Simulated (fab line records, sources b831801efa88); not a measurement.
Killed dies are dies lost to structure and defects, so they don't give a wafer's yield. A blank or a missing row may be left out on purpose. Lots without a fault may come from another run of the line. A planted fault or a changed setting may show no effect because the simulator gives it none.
fab line records | flow sky130
record lots=6 wafers=18 last_day=50
route steps=708 shown LDD_LDN@300 SPACER@304 POLY_CUT@307
lots that met no fault: from a run of the same line without faults
start_h: hours from the record's first day to the start of the lot's first wafer shown | wait_h: hours since the lot's step before | " the same as in the row above | L1.1+2: a row that stands for several wafers | - no value, or no start given | * or withheld: withheld | < > ~ a bound
route shown NAME@n: a module of which the file shows steps, and the number in the route of the first | usual: mean/standard deviation of fault-free wafers | same: alike in all rows | chamber/n: place in a boat | sites: the reading at each site | _std_site: their standard deviation | _edge_site: outer sites' mean less inner sites' | radius_mm: how far each site lies from the wafer's centre | mask NAME#n: copy n | behind: the tool/chamber that last shaped the wafer | hold: why the lot was held/for how many hours/how that ended | device: the transistor (n, p or np) that didn't switch | end of line: the same wafers' tests at the end of the route | a step without rows: its recipe alone | killed: dies lost to structure and defects at the first sort, not the wafer's yield | map: a wafer's dies, x killed, . not, _ none there
set.NAME: the setting as run; set.NAME@STEP: as run at that earlier step | model.NAME: the simulator's own value behind a step, which no gauge read
lots at some steps of the route; a table a step, a row a wafer
services: from which hour (start_h, from the record's first day; less than 0 if before it) a tool's chamber was out of use, for how many hours, and why
## steps
# step SKY_LDD_LDN_IMPLANT_11
# recipe species=As energy_kev=15 dose_cm2=1.25e+13 tilt_deg=withheld rotation_deg=293
# step SKY_LDD_LDN_STRIP_12
# recipe chemistry=O2/N2 power_w=1400 pressure_mtorr=1500 platen_temp_c=withheld o2_flow_sccm=3000 n2_flow_sccm=300 overash_fraction=0.5
# usual drypump_motor_current_A=5.3/0.46 oes_product_au=0.716/0.0047 strip_time_to_endpoint_s=14.16/0.041
# columns lot.wafer tool chamber start_h wait_h drypump_motor_current_A oes_product_au rf_hours_counter_h strip_time_to_endpoint_s
L489.2 plasma_asher-03 1 544.61 0.1 5.3 0.715 74 14.17
L489.4 " 0 " " 5.5 0.715 - 14.19
L489.5 " 1 " " 5.3 0.718 - 14.19
L497.3 plasma_asher-01 0 614.73 0.1 4.9 0.713 - 14.15
L497.4 " 1 " " 5.1 0.718 - 14.14
L497.5 " 1 " " 5.1 0.720 - 14.13
L499.3 plasma_asher-04 1 635.43 0.1 4.7 0.717 - 14.13
L499.5 " 1 " " 4.7 0.718 - 14.10
L499.6 " 0 " " 6.0 0.718 - 14.16
L500.2 plasma_asher-01 0 639.69 0.1 4.9 0.711 97 14.12
L500.4 " 1 " " 5.1 0.716 - 14.13
L500.5 " 1 " " 5.1 0.719 - 14.13
L501.2 plasma_asher-04 0 644.26 0.1 5.9 0.713 52 14.11
L501.4 " 0 " " 5.9 0.714 - 14.12
L501.5 " 0 " " 6.0 0.714 - 14.07
L510.1 plasma_asher-04 1 724.61 0.1 4.7 0.712 60 14.18
L510.5 " 1 " " 4.7 0.712 - 14.16
L510.6 " 0 " " 5.9 0.710 - 14.14
# step SKY_LDD_LDN_TW_MEAS_13
# usual LDD_LDN_TW=1482/7.6
# columns lot.wafer tool chamber start_h wait_h LDD_LDN_TW
L489.2 film_metro-03 - 544.72 0.1 1473
L489.4 " - " " 1473
L489.5 " - " " 1474
L497.3 film_metro-01 - 614.81 0.1 1477
L497.4 " - " " 1489
L497.5 " - " " 1488
L499.3 film_metro-02 - 635.54 0.1 1495
L499.5 " - " " 1484
L499.6 " - " " 1490
L500.2 film_metro-02 - 639.80 0.1 1493
L500.4 " - " " 1485
L500.5 " - " " 1485
L501.2 film_metro-03 - 644.37 0.1 1484
L501.4 " - " " 1488
L501.5 " - " " 1484
L510.1 film_metro-03 - 724.71 0.1 1494
L510.5 " - " " 1490
L510.6 " - " " 1479
# step SKY_LDD_LDN_CLEAN_14
# recipe chemistry=SC1/SC2 mix=1:4:20 temp_c=70 time_s=150 dry=n2_spin
# step SKY_SPACER_CVD_00
# recipe material=Si3N4 precursor=DCS/NH3 target_thk_nm=43.1 temp_c=770 time_s=740 pressure_mtorr=250
# step SKY_SPACER_THK_MEAS_01
# recipe reads=Si3N4_of_SPACER_CVD_00
# usual SPACER_CVD_00_THK=43.0/0.47
# columns lot.wafer tool chamber start_h wait_h SPACER_CVD_00_THK[nm]
L489.2 film_metro-04 - 546.03 0.0 43.0
L489.4 " - " " 43.2
L489.5 " - " " 43.4
L497.3 film_metro-04 - 616.73 0.0 42.4
L497.4 " - " " 42.7
L497.5 " - " " 42.7
L499.3 film_metro-03 - 637.48 0.0 42.8
L499.5 " - " " 42.8
L499.6 " - " " 42.9
L500.2 film_metro-02 - 641.12 0.0 42.8
L500.4 " - " " 42.5
L500.5 " - " " 42.8
L501.2 film_metro-03 - 645.70 0.0 44.0
L501.4 " - " " 44.2
L501.5 " - " " 44.3
L510.1 film_metro-04 - 726.03 0.0 43.1
L510.5 " - " " 43.3
L510.6 " - " " 43.1
# step SKY_SPACER_ETCHBACK_02
# recipe chemistry=CH3F/O2 target=Si3N4 stop_on=SiO2 source_w=400 bias_w=80 pressure_mtorr=25 ch3f_flow_sccm=40 O2_flow_sccm=30 time_s=46.7 target_depth_a=450
# usual drypump_motor_current_A=5.6/0.39 oes_product_au=0.853/0.0072 throttle_valve_pct=10.564/0.0085
# columns lot.wafer tool chamber start_h wait_h drypump_motor_current_A oes_product_au rf_hours_counter_h throttle_valve_pct
L489.2 rie_diel-01 0 546.08 0.0 5.9 0.855 13 10.577
L489.4 " 2 " " 5.1 0.851 6 10.539
L489.5 " 2 " " 5.1 0.855 - 10.556
L497.3 rie_diel-01 1 616.77 0.0 5.2 0.853 12 10.566
L497.4 " 2 " " 5.1 0.842 7 10.558
L497.5 " 2 " " 5.1 0.846 - 10.558
L499.3 rie_diel-02 1 637.52 0.0 5.5 0.856 6 10.567
L499.5 " 3 " " 5.9 0.858 - 10.560
L499.6 " 2 " " 5.3 0.852 - 10.571
L500.2 rie_diel-04 2 641.17 0.0 5.8 0.849 11 10.547
L500.4 " 1 " " 5.4 0.851 7 10.571
L500.5 " 1 " " 5.4 0.853 - 10.568
L501.2 rie_diel-04 0 645.75 0.0 5.1 0.862 1 10.565
L501.4 " 0 " " 5.1 0.863 - 10.570
L501.5 " 2 " " 5.8 0.875 - 10.555
L510.1 rie_diel-04 2 726.09 0.1 5.8 0.854 13 10.571
L510.5 " 2 " " 5.8 0.861 - 10.562
L510.6 " 3 " " 6.2 0.859 - 10.556
# step SKY_POLY_CUT_DEHYDRATE_00
# recipe temp_c=200 time_s=60
# step SKY_POLY_CUT_HMDS_01
# recipe prime_time_s=60 prime_temp_c=120
# step SKY_POLY_CUT_COAT_02
# recipe resist=BARC temp_c=withheld time_s=withheld spin_rpm=3000 resist_thk_nm=60
# step SKY_POLY_CUT_COAT_03
# recipe resist=KrF-thick spin_rpm=3000 resist_thk_nm=450
# step SKY_POLY_CUT_SOFTBAKE_04
# recipe temp_c=100 time_s=90 resist=KrF-thick
# step SKY_POLY_CUT_EXPOSE_05
# recipe mask_id=NPCM na=0.8 source_shape=annular sigma_inner=0.55 sigma_outer=0.85 target_cd_nm=270 dose_mj=32
# usual exposure_dose_mJ_cm2=32.00/0.03 focus_offset_nm=0.0/0.54 sigma_inner=0.55/0 sigma_outer=0.85/0 stage_vel_mm_s=499.95/0.23
# columns lot.wafer tool chamber start_h wait_h mask exposure_dose_mJ_cm2 focus_offset_nm sigma_inner sigma_outer stage_vel_mm_s
L489.2 krf_scanner-02 0 561.59 - NPCM#0 31.93 -0.8 0.55 0.85 499.77
L489.4 " 0 " " NPCM#0 32.00 -0.7 0.55 0.85 499.81
L489.5 " 0 " " NPCM#0 31.99 -0.4 0.55 0.85 500.09
L497.3 krf_scanner-01 0 631.47 - NPCM#0 31.97 0.0 0.55 0.85 499.43
L497.4 " 0 " " NPCM#0 31.96 0.2 0.55 0.85 499.78
L497.5 " 0 " " NPCM#0 32.01 -0.2 0.55 0.85 499.84
L499.3 krf_scanner-01 - 652.27 - NPCM#0 - - - - -
L499.5 " - " " NPCM#0 - - - - -
L499.6 " - " " NPCM#0 - - - - -
L500.2 krf_scanner-02 - 656.06 - NPCM#0 - - - - -
L500.4 " - " " NPCM#0 - - - - -
L500.5 " - " " NPCM#0 - - - - -
L501.2 krf_scanner-02 0 660.64 - NPCM#0 31.99 -0.2 0.55 0.85 500.08
L501.4 " 0 " " NPCM#0 32.06 -1.2 0.55 0.85 500.25
L501.5 " 0 " " NPCM#0 31.97 -0.4 0.55 0.85 499.91
L510.1 krf_scanner-02 0 739.03 - NPCM#0 32.03 0.1 0.55 0.85 499.81
L510.5 " 0 " " NPCM#0 32.00 -0.1 0.55 0.85 499.63
L510.6 " 0 " " NPCM#0 32.04 0.1 0.55 0.85 500.19
# step SKY_POLY_CUT_PEB_06
# recipe peb_temp_c=withheld peb_time_s=withheld resist=KrF-thick
## services
# columns tool chamber start_h hours kind
krf_scanner-02 - 541.49 0.8 pm
krf_scanner-02 - 543.51 1.3 pm
rie_diel-01 0 572.54 3.0 repair
rie_diel-02 0 577.41 20.1 repair
plasma_asher-01 - 578.85 2.8 pm
krf_scanner-01 - 580.14 1.3 pm
krf_scanner-01 - 585.24 1.0 repair
plasma_asher-01 - 591.32 3.3 repair
plasma_asher-03 - 601.09 52.7 repair
krf_scanner-01 - 605.29 1.0 pm
krf_scanner-02 - 607.75 1.0 pm
krf_scanner-02 - 611.03 4.4 pm
plasma_asher-03 - 623.90 3.5 repair
rie_diel-01 3 627.27 7.5 repair
rie_diel-02 0 631.94 15.9 repair
rie_diel-04 - 659.70 0.7 repair
krf_scanner-01 - 659.72 3.6 pm
krf_scanner-01 - 675.11 0.8 pm
krf_scanner-01 - 687.69 0.2 repair
plasma_asher-04 - 695.32 8.7 pm
krf_scanner-02 - 710.32 0.8 pm
krf_scanner-02 - 719.41 1.3 pm
plasma_asher-01 - 733.75 9.0 pm
krf_scanner-01 - 736.88 4.0 pm
## key
first_sign step=SKY_POLY_CUT_EXPOSE_05 reading=tool_record direction=missing
effect none on later readings
met_at SKY_POLY_CUT_EXPOSE_05
struck_wafers L499.3,L499.5,L499.6,L500.2,L500.4,L500.5
later_rows_left_out L499.3,L499.5,L499.6,L500.2,L500.4,L500.5
sort_left_out L499.3,L499.5,L499.6,L500.2,L500.4,L500.5
tester_left_out L499,L500
onset_between 631.47 652.27
fault kind=skipped_step_whole tool=krf_scanner-01,krf_scanner-02 chamber=- onset_h=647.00 steps=SKY_POLY_CUT_EXPOSE_05 scope=struck_lots_only
# tester_left_out: of these lots the tester's yield and bins aren't shown, on N5 and GAA mostly nor the transistor test; their killed dies are dies lost to structure and defects alone, not to doping, threshold or leakage, so they don't give the yield
# sort_left_out: the simulated sort isn't trusted on such a fault, so these wafers' sort isn't shown, and their yield isn't known
# later_rows_left_out: the simulator's readings of these wafers behind a module that went badly wrong aren't trusted and aren't shown, but for the sort
